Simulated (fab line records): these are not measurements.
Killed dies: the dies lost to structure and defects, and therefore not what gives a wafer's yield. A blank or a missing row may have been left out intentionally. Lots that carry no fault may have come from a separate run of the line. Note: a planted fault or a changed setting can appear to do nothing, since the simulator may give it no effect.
Chamber matching + flow sky130 + rie_diel-04 running SKY_CONTACT_ETCH_16: 4 sister chambers
The step etches BARC in N2/H2, stops on SiO2, time 45.9 s, target depth 60 nm. 16 wafers are shown with their chamber, then 8 later ones without.

## WAFERS WITH THEIR CHAMBER
| wafer  | chamber | drypump_motor_current_A (A) | chamber_pressure_mTorr (mTorr) | oes_product_au (a.u.) |
|--------|---------|-----------------------------|--------------------------------|-----------------------|
| L074.1 | 1       | 5.6                         | 30.002                         | 0.846                 |
| L074.2 | 2       | 6.1                         | 30.025                         | 0.857                 |
| L074.3 | 1       | 5.6                         | 29.999                         | 0.858                 |
| L078.1 | 2       | 6.0                         | 29.986                         | 0.858                 |
| L078.2 | 1       | 5.6                         | 30.019                         | 0.851                 |
| L078.4 | 0       | 5.9                         | 30.015                         | 0.854                 |
| L081.2 | 1       | 5.6                         | 29.987                         | 0.854                 |
| L081.5 | 1       | 5.6                         | 30.020                         | 0.857                 |
| L081.6 | 3       | 6.2                         | 30.032                         | 0.862                 |
| L085.1 | 1       | 5.6                         | 29.981                         | 0.859                 |
| L085.3 | 0       | 5.9                         | 30.004                         | 0.859                 |
| L085.6 | 2       | 6.0                         | 30.008                         | 0.865                 |
| L089.2 | 0       | 5.9                         | 29.992                         | 0.857                 |
| L089.3 | 2       | 6.0                         | 29.950                         | 0.850                 |
| L089.4 | 1       | 5.6                         | 29.989                         | 0.853                 |
| L091.2 | 0       | 5.9                         | 30.012                         | 0.857                 |

SIGNATURES (means of the wafers above)
| reading                 | chamber 0 | chamber 1 | chamber 2 | chamber 3 | scatter within a chamber |
|-------------------------|-----------|-----------|-----------|-----------|--------------------------|
| drypump_motor_current_A | 5.900     | 5.600     | 6.025     | 6.200     | 0.025                    |
| chamber_pressure_mTorr  | 30.00575  | 29.99957  | 29.99225  | 30.03200  | 0.0202                   |
| oes_product_au          | 0.85675   | 0.85400   | 0.85750   | 0.86200   | 0.00456                  |
Rule: distance of a wafer from a chamber = root of the sum over the readings of ((wafer's reading minus chamber's mean) / reading's scatter) squared. The wafer belongs to the nearest chamber; if the next one is less than 2 further off, it can't be placed. How the scatter is found: for the shown wafers, subtract from each reading the mean of its chamber, square and add these, divide the total by (wafers less chambers), then take the root.

## WAFERS WITH NO CHAMBER GIVEN
| wafer  | drypump_motor_current_A (A) | chamber_pressure_mTorr (mTorr) | oes_product_au (a.u.) |
|--------|-----------------------------|--------------------------------|-----------------------|
| L091.4 | 6.2                         | 29.997                         | 0.851                 |
| L091.5 | 6.0                         | 30.018                         | 0.847                 |
| L092.1 | 5.9                         | 30.005                         | 0.856                 |
| L092.2 | 6.2                         | 30.023                         | 0.850                 |
| L092.4 | 5.6                         | 30.011                         | 0.860                 |
| L096.3 | 6.2                         | 29.985                         | 0.859                 |
| L096.4 | 5.9                         | 30.008                         | 0.852                 |
| L096.5 | 6.1                         | 29.962                         | 0.857                 |

## CHAMBER TAKEN BY EACH
| wafer  | from the rows above     | in truth |
|--------|-------------------------|----------|
| L091.4 | 3                       | 3        |
| L091.5 | can't be placed: 2 or 0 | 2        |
| L092.1 | 0                       | 0        |
| L092.2 | 3                       | 3        |
| L092.4 | 1                       | 1        |
| L096.3 | 3                       | 3        |
| L096.4 | 0                       | 0        |
| L096.5 | 2                       | 2        |
Correctly placed: 7 of 8. Not placeable from these rows: 1 (in 1, the candidates include the true chamber). Placed wrongly: 0.
